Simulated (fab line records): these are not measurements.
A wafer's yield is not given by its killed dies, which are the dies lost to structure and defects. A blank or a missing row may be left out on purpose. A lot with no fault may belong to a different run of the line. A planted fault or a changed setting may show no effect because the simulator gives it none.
Which tool did it?	flow sky130	14 lots, 42 wafers sampled, at 2 steps of a route of 708

WHAT THE GAUGES SHOWED, per wafer
The record lacks any reading of a measuring or inspecting step that a usual standard deviation could be used to judge.

WHAT TOOL EACH LOT RAN ON (gives the tool, then ch and the chambers of the sampled wafers, and finally the start)
lot	SKY_METAL2_STRIP_20	SKY_PAD_OPEN_PROBE_99
L899	plasma_asher-04 ch 0,1, day 35 13:38	-
L900	plasma_asher-04 ch 0,1, day 35 14:35	-
L901	plasma_asher-04 ch 0,1, day 36 02:59	-
L904	plasma_asher-02 ch 0,1, day 37 14:41	-
L902	plasma_asher-01 ch 0, day 37 15:41	-
L905	plasma_asher-02 ch 0,1, day 37 19:12	-
L906	plasma_asher-02 ch 0,1, day 38 00:14	prober-02, day 47 22:47
L907	plasma_asher-01 ch 0,1, day 38 07:53	prober-01, day 48 05:28
L908	plasma_asher-04 ch 0,1, day 38 11:48	-
L909	plasma_asher-04 ch 0,1, day 38 17:26	prober-01, day 48 12:46
L910	plasma_asher-02 ch 0,1, day 39 02:33	prober-02, day 48 19:38
L912	plasma_asher-04 ch 0,1, day 40 00:47	prober-01, day 49 10:45
L918	plasma_asher-01 ch 0,1, day 41 05:14	-
L920	plasma_asher-04 ch 0,1, day 42 00:06	-
- SKY_METAL2_STRIP_20: strips in O2/N2.
- SKY_PAD_OPEN_PROBE_99

AS READ BY THE TOOLS THEMSELVES (means over the sampled wafers that have a number; for cases with no such wafer, the mark the record gives instead)
SKY_METAL2_STRIP_20.
lot	tool	chamber_pressure_mTorr (mTorr)	drypump_motor_current_A (A)	oes_product_au (a.u.)	strip_time_to_endpoint_s (s)
L899	plasma_asher-04	1500.0	5.9	0.351	2.69
L900	plasma_asher-04	1500.9	5.6	0.340	2.69
L901	plasma_asher-04	1499.5	5.9	0.340	2.72
L904	plasma_asher-02	1500.4	5.5	0.349	2.72
L902	plasma_asher-01	1500.0	5.7	0.345	2.71
L905	plasma_asher-02	1499.8	5.3	0.339	2.72
L906	plasma_asher-02	1499.0	5.3	0.342	2.72
L907	plasma_asher-01	1499.4	6.2	0.341	2.71
L908	plasma_asher-04	1498.9	5.6	0.343	2.71
L909	plasma_asher-04	-	-	-	-
L910	plasma_asher-02	-	-	-	-
L912	plasma_asher-04	1499.3	5.9	0.342	2.70
L918	plasma_asher-01	1502.2	6.3	0.344	2.76
L920	plasma_asher-04	1499.7	5.9	0.340	2.73

SKY_PAD_OPEN_PROBE_99.
lot	tool	defect_limited_yield (%)	killed_at_M0_to_M3	killed_at_M4_up	killed_at_contacts	killed_at_front_end	killed_at_other	killed_dies	killed_on_rim	killed_open	killed_short	sort_bin_3_pad_short (%)	sort_bin_5_function (%)	sort_bin_6_memory (%)	sort_n_pass	sort_yield_pct (%)
L906	prober-02	83.9	38	1.3	26	14	0.0	79	18	46	34	1.0	8.7	6.4	413	83.9
L907	prober-01	80.9	46	5.5	19	22	0.5	94	22	46	45	1.2	12.2	5.7	398	80.9
L909	prober-01	0.1	445	3.3	25	18	0.0	491	95	49	35	0.6	93.6	5.7	1	0.1
L910	prober-02	0.1	446	5.0	25	15	0.0	491	96	56	37	1.3	92.7	5.9	1	0.1
L912	prober-01	81.4	46	3.3	26	17	0.0	92	17	52	39	0.8	10.6	7.2	400	81.4

THE ANSWER, worked out from the rows above alone
Rule: the usual values come from the lots themselves. Put in order of their means at a reading, lots are off if they are a third of the lots or fewer, leave a main group of 4 or more, and stand apart from it by a gap of 3 or more times the standard deviation of the main group's means; of several such gaps the widest counts. The tables above print the reading to a certain number of digits; a main group whose means all agree to those digits is not used. Also off: a lot with no number at a reading for which 4 or more lots have one. The other lots that the step has rows for count as sound. First the gauges in route order, then the tools' own readings, where a lot's mean is used as printed above. The first step at which some lot is off is used, and at that step the reading that is off furthest; a lot without a number counts as furthest.
Off at SKY_METAL2_STRIP_20 (chamber_pressure_mTorr): L909, L910. Without a number there: L909, L910. The main group: mean 1499.9 mTorr, standard deviation 0.87.
A tool fits if, at that step or a process step before it, it ran every lot that is off, and no sound lot after the first of them. No candidate that was tried fits.

WHAT HAD BEEN PUT IN BY THE SIMULATOR
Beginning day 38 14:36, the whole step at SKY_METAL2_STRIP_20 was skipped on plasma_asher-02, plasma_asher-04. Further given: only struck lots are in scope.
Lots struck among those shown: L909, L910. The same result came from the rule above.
